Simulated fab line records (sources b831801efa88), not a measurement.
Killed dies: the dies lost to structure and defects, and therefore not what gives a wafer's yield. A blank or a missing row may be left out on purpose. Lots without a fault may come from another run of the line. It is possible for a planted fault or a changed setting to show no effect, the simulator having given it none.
fab line records + flow sky130
record
- lots=13
- wafers=39
- last-day=50
route steps=708 shown DNWELL@43 CAP2M@605 METAL5@661 PAD_OPEN@708
lots that met no fault: taken from a fault-free run of the same line
start-h: the number of hours between the record's first day and the start of the first shown wafer of the lot + wait-h: hours from the lot's prior step to this one + " the same as in the row above + L1.1+2: several wafers, shown together as one row + - either no value or no given start + * or withheld: withheld + < > ~ a bound
route shown NAME@n: names a module that has steps shown in the file, with the first one's number in the route + usual: average and standard deviation across the fault-free wafers + same: alike in all rows + chamber/n: place in a boat + sites: the reading at each site + _std_site: the standard deviation of these + _edge_site: mean of outer sites minus mean of inner sites + radius-mm: how far each site lies from the wafer's centre + mask NAME#n: copy n + behind: the last tool/chamber to shape the wafer + hold: cause of the lot's hold/its duration in hours/its outcome + device: transistor that didn't switch, given as n, p or np + end of line: the tests these same wafers got at the end of their route + for a step that has no rows: nothing shown but its recipe + killed: at the first sort, the dies lost to defects and structure; wafer yield is something else + map: per-die view of a wafer (x killed, . not killed, _ where there is no die)
set.NAME: the run value of the setting; set.NAME@STEP: its run value at that earlier step + model.NAME: the simulator's own value behind a step, which no gauge read
steps of the route over a sample of lots; a table a step, a row a wafer
services: the hour from which a tool's chamber was out of use, counted from the record's first day as start-h (under 0 if before that day), plus the number of hours and why
## steps
# step SKY_DNWELL_STRIP_08
# recipe
- chemistry=O2/N2
- power-w=1400
- pressure-mtorr=1500
- platen-temp-c=withheld
- o2-flow-sccm=3000
- n2-flow-sccm=300
- overash-fraction=0.5
# usual
- drypump-motor-current-A=5.9/0.54
- oes-product-au=0.722/0.0046
- strip-time-to-endpoint-s=37.00/0.099
| lot.wafer | tool            | chamber | start-h | wait-h | drypump-motor-current-A | oes-product-au | rf-hours-counter-h | strip-time-to-endpoint-s |
|-----------|-----------------|---------|---------|--------|-------------------------|----------------|--------------------|--------------------------|
| L110.3    | plasma-asher-03 | 0       | 58.38   | 0.1    | 6.2                     | 0.722          | -                  | 37.10                    |
| L110.4    | "               | 1       | "       | "      | 5.3                     | 0.724          | -                  | 36.87                    |
| L110.5    | "               | 0       | "       | "      | 6.2                     | 0.721          | -                  | 36.95                    |
| L111.1    | plasma-asher-02 | 0       | 63.38   | 0.1    | 5.8                     | 0.730          | 22                 | 37.04                    |
| L111.3    | "               | 1       | "       | "      | 6.4                     | 0.713          | -                  | 36.87                    |
| L111.5    | "               | 0       | "       | "      | 5.8                     | 0.723          | -                  | 36.91                    |
| L114.2    | plasma-asher-03 | 1       | 79.05   | 0.1    | 5.3                     | 0.724          | 40                 | 36.98                    |
| L114.5    | "               | 1       | "       | "      | 5.3                     | 0.727          | -                  | 36.89                    |
| L114.6    | "               | 0       | "       | "      | 6.2                     | 0.724          | -                  | 36.79                    |
| L115.4    | plasma-asher-03 | 0       | 87.54   | 0.1    | 6.2                     | 0.723          | -                  | 37.02                    |
| L115.5    | "               | 0       | "       | "      | 6.2                     | 0.717          | -                  | 36.99                    |
| L115.6    | "               | 1       | "       | "      | 5.3                     | 0.729          | -                  | 36.98                    |
| L117.2    | plasma-asher-04 | 0       | 95.75   | 0.1    | 5.1                     | 0.726          | 43                 | 37.01                    |
| L117.4    | "               | 1       | "       | "      | 6.7                     | 0.727          | -                  | 37.06                    |
| L117.5    | "               | 0       | "       | "      | 5.2                     | 0.719          | -                  | 37.11                    |
| L121.1    | plasma-asher-02 | 1       | 118.00  | 0.1    | 6.5                     | 0.723          | 29                 | 37.01                    |
| L121.4    | "               | 1       | "       | "      | 6.5                     | 0.730          | -                  | 36.94                    |
| L121.5    | "               | 0       | "       | "      | 5.8                     | 0.716          | -                  | 36.94                    |
| L125.3    | plasma-asher-04 | 0       | 138.28  | 0.1    | 5.1                     | 0.721          | -                  | 37.01                    |
| L125.4    | "               | 1       | "       | "      | 6.7                     | 0.723          | -                  | 37.09                    |
| L125.5    | "               | 0       | "       | "      | 5.2                     | 0.728          | -                  | 37.10                    |
| L127.4    | plasma-asher-04 | 1       | 147.49  | 0.1    | 6.7                     | 0.716          | -                  | 36.92                    |
| L127.5    | "               | 1       | "       | "      | 6.7                     | 0.725          | -                  | 36.95                    |
| L127.6    | "               | 0       | "       | "      | 5.1                     | 0.721          | -                  | 36.85                    |
| L128.1    | plasma-asher-03 | 1       | 154.23  | 0.1    | 5.3                     | 0.725          | 2                  | 36.93                    |
| L128.3    | "               | 1       | "       | "      | 5.3                     | 0.722          | -                  | 36.85                    |
| L128.4    | "               | 0       | "       | "      | 6.2                     | 0.728          | -                  | 36.90                    |
| L129.1    | plasma-asher-03 | 0       | 160.72  | 0.1    | 6.2                     | 0.723          | 3                  | 36.86                    |
| L129.2    | "               | 1       | "       | "      | 5.3                     | 0.722          | 3                  | 36.96                    |
| L129.4    | "               | 0       | "       | "      | 6.2                     | 0.725          | -                  | 36.93                    |
| L130.1    | plasma-asher-03 | 0       | 168.52  | 0.1    | 6.2                     | 0.721          | 4                  | 36.68                    |
| L130.5    | "               | 0       | "       | "      | 6.2                     | 0.719          | -                  | 36.68                    |
| L130.6    | "               | 1       | "       | "      | 5.3                     | 0.719          | -                  | 36.86                    |
| L131.3    | plasma-asher-02 | 0       | 170.38  | 0.1    | 5.8                     | 0.725          | -                  | 36.91                    |
| L131.5    | "               | 1       | "       | "      | 6.5                     | 0.721          | -                  | 36.90                    |
| L131.6    | "               | 0       | "       | "      | 5.8                     | 0.716          | -                  | 37.01                    |
| L132.2    | plasma-asher-02 | 0       | 175.35  | 0.1    | 5.8                     | 0.714          | 35                 | 36.87                    |
| L132.4    | "               | 0       | "       | "      | 5.8                     | 0.719          | -                  | 37.09                    |
| L132.5    | "               | 0       | "       | "      | 5.8                     | 0.726          | -                  | 36.93                    |
# step SKY_CAP2M_SPUTTER_02
# recipe
- material=TiN
- target-thk-nm=200
- temp-c=300
- power-w=6500
- time-s=166.7
- chamber-pressure-pa=0.4
# usual
- throttle-valve-pct=30.3/0.93
| lot.wafer | tool           | chamber | start-h | wait-h | throttle-valve-pct |
|-----------|----------------|---------|---------|--------|--------------------|
| L111.1    | pvd-sputter-03 | -       | 952.03  | 0.1    | 30.0               |
| L111.3    | "              | -       | "       | "      | 29.9               |
| L111.5    | "              | -       | "       | "      | 30.1               |
| L110.3    | pvd-sputter-04 | -       | 954.67  | 0.0    | 31.4               |
| L110.4    | "              | -       | "       | "      | 29.1               |
| L110.5    | "              | -       | "       | "      | 29.4               |
| L114.2    | pvd-sputter-03 | -       | 965.66  | 0.0    | 30.1               |
| L114.5    | "              | -       | "       | "      | 30.5               |
| L114.6    | "              | -       | "       | "      | 29.6               |
| L115.4    | pvd-sputter-03 | -       | 982.70  | 0.0    | 29.9               |
| L115.5    | "              | -       | "       | "      | 29.9               |
| L115.6    | "              | -       | "       | "      | 29.7               |
| L117.2    | pvd-sputter-03 | -       | 990.88  | 0.0    | 29.9               |
| L117.4    | "              | -       | "       | "      | 30.5               |
| L117.5    | "              | -       | "       | "      | 30.6               |
| L121.1    | pvd-sputter-04 | -       | 1016.25 | 0.1    | 30.8               |
| L121.4    | "              | -       | "       | "      | 29.5               |
| L121.5    | "              | -       | "       | "      | 29.3               |
| L125.3    | pvd-sputter-03 | -       | 1036.69 | 0.0    | 31.2               |
| L125.4    | "              | -       | "       | "      | 29.9               |
| L125.5    | "              | -       | "       | "      | 29.9               |
| L127.4    | pvd-sputter-03 | -       | 1054.47 | 0.0    | 30.0               |
| L127.5    | "              | -       | "       | "      | 29.8               |
| L127.6    | "              | -       | "       | "      | 31.0               |
| L128.1    | pvd-sputter-04 | -       | 1061.47 | 0.1    | 28.5               |
| L128.3    | "              | -       | "       | "      | 29.6               |
| L128.4    | "              | -       | "       | "      | 31.3               |
| L129.1    | pvd-sputter-03 | -       | 1061.81 | 0.1    | 29.6               |
| L129.2    | "              | -       | "       | "      | 29.8               |
| L129.4    | "              | -       | "       | "      | 31.0               |
| L130.1    | pvd-sputter-03 | -       | 1070.04 | 0.1    | 30.3               |
| L130.5    | "              | -       | "       | "      | 30.5               |
| L130.6    | "              | -       | "       | "      | 29.6               |
| L131.3    | pvd-sputter-03 | -       | 1072.34 | 0.0    | 29.9               |
| L131.5    | "              | -       | "       | "      | 29.8               |
| L131.6    | "              | -       | "       | "      | 29.8               |
| L132.2    | pvd-sputter-03 | -       | 1081.27 | 0.0    | 31.4               |
| L132.4    | "              | -       | "       | "      | 30.9               |
| L132.5    | "              | -       | "       | "      | 29.8               |
# step SKY_CAP2M_OVL_MEAS_12
# usual
- CAP2M_OVL=-0.1/1.7
| lot.wafer | tool       | chamber | start-h | wait-h | CAP2M_OVL[nm] |
|-----------|------------|---------|---------|--------|---------------|
| L111.1    | overlay-01 | -       | 975.96  | 0.1    | 0.6           |
| L111.3    | "          | -       | "       | "      | 2.8           |
| L111.5    | "          | -       | "       | "      | 1.4           |
| L110.3    | overlay-02 | -       | 978.23  | 0.1    | -0.9          |
| L110.4    | "          | -       | "       | "      | -1.5          |
| L110.5    | "          | -       | "       | "      | -1.6          |
| L114.2    | overlay-02 | -       | 989.98  | 0.1    | -2.1          |
| L114.5    | "          | -       | "       | "      | -0.5          |
| L114.6    | "          | -       | "       | "      | -0.6          |
| L115.4    | overlay-02 | -       | 1006.12 | 0.1    | -0.4          |
| L115.5    | "          | -       | "       | "      | 1.0           |
| L115.6    | "          | -       | "       | "      | -0.4          |
| L117.2    | overlay-01 | -       | 1013.82 | 0.1    | -0.2          |
| L117.4    | "          | -       | "       | "      | -1.5          |
| L117.5    | "          | -       | "       | "      | -3.2          |
| L121.1    | overlay-01 | -       | 1039.11 | 0.1    | 0.4           |
| L121.4    | "          | -       | "       | "      | -0.8          |
| L121.5    | "          | -       | "       | "      | -0.7          |
| L125.3    | overlay-02 | -       | 1058.52 | 0.1    | -2.0          |
| L125.4    | "          | -       | "       | "      | -2.0          |
| L125.5    | "          | -       | "       | "      | -0.2          |
| L127.4    | overlay-02 | -       | 1075.72 | 0.1    | 2.7           |
| L127.5    | "          | -       | "       | "      | 0.9           |
| L127.6    | "          | -       | "       | "      | 0.2           |
| L128.1    | overlay-02 | -       | 1082.61 | 0.1    | 0.7           |
| L128.3    | "          | -       | "       | "      | 1.3           |
| L128.4    | "          | -       | "       | "      | 0.9           |
| L129.1    | overlay-01 | -       | 1083.15 | 0.1    | -1.6          |
| L129.2    | "          | -       | "       | "      | -1.2          |
| L129.4    | "          | -       | "       | "      | 0.6           |
| L130.1    | overlay-01 | -       | 1090.56 | 0.1    | 1.4           |
| L130.5    | "          | -       | "       | "      | 1.7           |
| L130.6    | "          | -       | "       | "      | 0.7           |
| L131.3    | overlay-02 | -       | 1093.18 | 0.1    | -4.5          |
| L131.5    | "          | -       | "       | "      | -3.0          |
| L131.6    | "          | -       | "       | "      | -0.8          |
| L132.2    | overlay-01 | -       | 1102.11 | 0.1    | 1.8           |
| L132.4    | "          | -       | "       | "      | 0.8           |
| L132.5    | "          | -       | "       | "      | 1.4           |
# step SKY_METAL5_SPUTTER_00
# recipe
- material=Ti
- target-thk-nm=15
- power-w=3000
- time-s=10
- chamber-pressure-pa=0.4
# usual
- throttle-valve-pct=30.4/1
| lot.wafer | tool           | chamber | start-h | wait-h | throttle-valve-pct |
|-----------|----------------|---------|---------|--------|--------------------|
| L111.1    | pvd-sputter-01 | -       | 1026.13 | 0.1    | 30.6               |
| L111.3    | "              | -       | "       | "      | 31.9               |
| L111.5    | "              | -       | "       | "      | 31.3               |
| L110.3    | pvd-sputter-01 | -       | 1028.63 | 0.2    | 30.2               |
| L110.4    | "              | -       | "       | "      | 31.3               |
| L110.5    | "              | -       | "       | "      | 32.0               |
| L114.2    | pvd-sputter-02 | -       | 1039.66 | 0.2    | 32.4               |
| L114.5    | "              | -       | "       | "      | 29.5               |
| L114.6    | "              | -       | "       | "      | 29.2               |
| L115.4    | pvd-sputter-03 | -       | 1055.78 | 0.2    | 30.5               |
| L115.5    | "              | -       | "       | "      | 31.2               |
| L115.6    | "              | -       | "       | "      | 30.7               |
| L117.2    | pvd-sputter-02 | -       | 1061.43 | 0.1    | 29.4               |
| L117.4    | "              | -       | "       | "      | 29.6               |
| L117.5    | "              | -       | "       | "      | 29.2               |
| L121.1    | pvd-sputter-02 | -       | 1086.36 | 0.1    | 29.3               |
| L121.4    | "              | -       | "       | "      | 30.8               |
| L121.5    | "              | -       | "       | "      | 29.4               |
| L125.3    | pvd-sputter-03 | -       | 1104.33 | 0.2    | 31.3               |
| L125.4    | "              | -       | "       | "      | 29.5               |
| L125.5    | "              | -       | "       | "      | 29.8               |
| L127.4    | pvd-sputter-02 | -       | 1120.45 | 0.1    | 29.5               |
| L127.5    | "              | -       | "       | "      | 29.5               |
| L127.6    | "              | -       | "       | "      | 29.2               |
| L128.1    | pvd-sputter-01 | -       | 1127.23 | 0.2    | 31.2               |
| L128.3    | "              | -       | "       | "      | 28.3               |
| L128.4    | "              | -       | "       | "      | 30.7               |
| L129.1    | pvd-sputter-02 | -       | 1128.44 | 0.2    | 31.9               |
| L129.2    | "              | -       | "       | "      | 30.9               |
| L129.4    | "              | -       | "       | "      | 29.3               |
| L130.1    | pvd-sputter-01 | -       | 1133.38 | 0.1    | 30.7               |
| L130.5    | "              | -       | "       | "      | 31.3               |
| L130.6    | "              | -       | "       | "      | 30.5               |
| L131.3    | pvd-sputter-03 | -       | 1136.91 | 0.2    | 30.6               |
| L131.5    | "              | -       | "       | "      | 31.3               |
| L131.6    | "              | -       | "       | "      | 30.7               |
| L132.2    | pvd-sputter-01 | -       | 1145.49 | 0.2    | 28.3               |
| L132.4    | "              | -       | "       | "      | 31.2               |
| L132.5    | "              | -       | "       | "      | 32.4               |
# step SKY_PAD_OPEN_PROBE_99
# usual
- killed_at_M0_to_M3=44/7.4
- killed_at_M4_up=3.1/1.8
- killed-at-contacts=24/5.6
- killed-at-front-end=15/4.9
- killed-at-other=0.4/0.59
- killed-dies=87/9.8
- killed-open=47/7.2
- killed-short=39/6.8
# same
- gross-dies=492
- killed-at-back-side=0
| lot.wafer | tool      | chamber | start-h | wait-h | killed_at_M0_to_M3 | killed_at_M4_up | killed-at-contacts | killed-at-front-end | killed-at-other | killed-dies | killed-open | killed-short |
|-----------|-----------|---------|---------|--------|--------------------|-----------------|--------------------|---------------------|-----------------|-------------|-------------|--------------|
| L114.2    | prober-02 | -       | 1109.14 | 0.1    | 32                 | 3               | 23                 | 83                  | 2               | 143         | 35          | 39           |
| L114.5    | prober-02 | -       | 1109.29 | 0.2    | 37                 | 7               | 12                 | 86                  | 1               | 143         | 33          | 39           |
| L114.6    | prober-02 | -       | 1109.34 | 0.2    | 50                 | 4               | 15                 | 34                  | 1               | 104         | 45          | 32           |
| L115.4    | prober-01 | -       | 1120.74 | 0.2    | 39                 | 2               | 19                 | 42                  | 1               | 103         | 37          | 44           |
| L115.5    | prober-01 | -       | 1120.79 | 0.2    | 30                 | 1               | 18                 | 33                  | 0               | 82          | 29          | 31           |
| L115.6    | prober-01 | -       | 1120.84 | 0.2    | 38                 | 5               | 12                 | 71                  | 0               | 126         | 29          | 35           |
# killed by level:class
L114.2 DNWELL:unspecified=68 LI_CONTACT:geometric-particle:open=8 VIA1:geometric-particle:open=7 METAL1:geometric-particle:short=7 POLY_GATE:geometric-particle:open=5 CONTACT:geometric-particle:short=5 POLY_GATE:geometric-particle:short=4 LOCAL_INTERCONNECT:geometric-particle:short=4
L114.5 DNWELL:unspecified=69 VIA1:geometric-particle:open=8 METAL1:geometric-particle:short=6 CONTACT:geometric-particle:open=5 VIA3:geometric-particle:open=5 FIELD_ISO:geometric-particle:short=4 POLY_GATE:geometric-particle:open=4 VIA2:geometric-particle:short=4
L114.6 DNWELL:unspecified=26 VIA2:geometric-particle:open=10 VIA1:geometric-particle:open=9 METAL2:geometric-particle:short=8 POLY_GATE:geometric-particle:open=5 METAL1:geometric-particle:short=5 VIA3:geometric-particle:open=5 LOCAL_INTERCONNECT:geometric-particle:short=4
L115.4 DNWELL:unspecified=22 VIA1:geometric-particle:open=11 METAL1:geometric-particle:short=8 POLY_GATE:geometric-particle:short=6 LI_CONTACT:geometric-particle:open=6 CONTACT:geometric-particle:open=6 METAL2:geometric-particle:short=5 VIA2:geometric-particle:open=5
L115.5 DNWELL:unspecified=22 CONTACT:geometric-particle:open=8 METAL2:geometric-particle:short=8 FIELD_ISO:geometric-particle:open=4 METAL1:geometric-particle:short=4 VIA1:geometric-particle:short=4 VIA2:geometric-particle:open=4 CONTACT:geometric-particle:short=3
L115.6 DNWELL:unspecified=62 METAL1:geometric-particle:short=12 CONTACT:geometric-particle:open=6 VIA1:geometric-particle:open=6 METAL2:geometric-particle:short=6 LI_CONTACT:geometric-particle:open=4 VIA1:geometric-particle:short=4 VIA2:geometric-particle:short=4
## services
| tool            | chamber | start-h | hours | kind   |
|-----------------|---------|---------|-------|--------|
| pvd-sputter-02  | -       | 34.82   | 5.3   | repair |
| pvd-sputter-02  | -       | 45.16   | 2.4   | repair |
| plasma-asher-03 | -       | 92.47   | 28.1  | pm     |
| pvd-sputter-02  | -       | 106.83  | 1.0   | repair |
| pvd-sputter-01  | -       | 112.34  | 10.0  | repair |
| plasma-asher-03 | -       | 120.57  | 9.0   | pm     |
| pvd-sputter-02  | -       | 150.72  | 2.1   | repair |
| pvd-sputter-01  | -       | 167.20  | 2.9   | repair |
| pvd-sputter-03  | -       | 231.36  | 4.6   | repair |
| plasma-asher-03 | -       | 341.65  | 12.0  | pm     |
| plasma-asher-03 | -       | 369.51  | 2.8   | pm     |
| plasma-asher-03 | -       | 387.93  | 0.8   | repair |
| pvd-sputter-03  | -       | 406.24  | 1.1   | repair |
| pvd-sputter-03  | -       | 438.20  | 4.8   | repair |
| pvd-sputter-03  | -       | 449.92  | 1.5   | repair |
| plasma-asher-03 | -       | 454.38  | 14.6  | pm     |
| pvd-sputter-03  | -       | 541.74  | 5.1   | repair |
| pvd-sputter-03  | -       | 706.65  | 4.3   | repair |
| pvd-sputter-03  | -       | 777.55  | 8.3   | repair |
| pvd-sputter-03  | -       | 791.39  | 2.1   | repair |
| plasma-asher-03 | -       | 800.64  | 3.2   | repair |
| plasma-asher-03 | -       | 817.15  | 0.5   | repair |
| pvd-sputter-03  | -       | 920.58  | 4.2   | repair |
| plasma-asher-03 | -       | 929.29  | 0.7   | repair |
## key
first-sign
- step=SKY_PAD_OPEN_PROBE_99
- reading=killed-at-front-end
- direction=up
- sigmas=8.7
- usual=15
- struck=58
effect
- step=SKY_PAD_OPEN_PROBE_99
- reading=killed-dies
- direction=up
- sigmas=3.1
- usual=87
- struck=117
- wafers-moved=5
met-at SKY_DNWELL_STRIP_08
struck-lots L114,L115
tester-left-out L114,L115
not-acting-at SKY_CAP2M_SPUTTER_02,SKY_CAP2M_OVL_MEAS_12,SKY_METAL5_SPUTTER_00
onset-between 58.38 79.05
fault
- kind=chamber-particle-source
- tool=plasma-asher-03
- chamber=-
- onset-h=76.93
- steps=SKY_DNWELL_STRIP_08
- rate-per-visit-cm2=1.9524
- end-h=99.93
# tester-left-out: of these lots the tester's yield and bins aren't shown, on N5 and GAA mostly nor the transistor test; their killed dies are dies lost to structure and defects alone, not to doping, threshold or leakage, so they don't give the yield
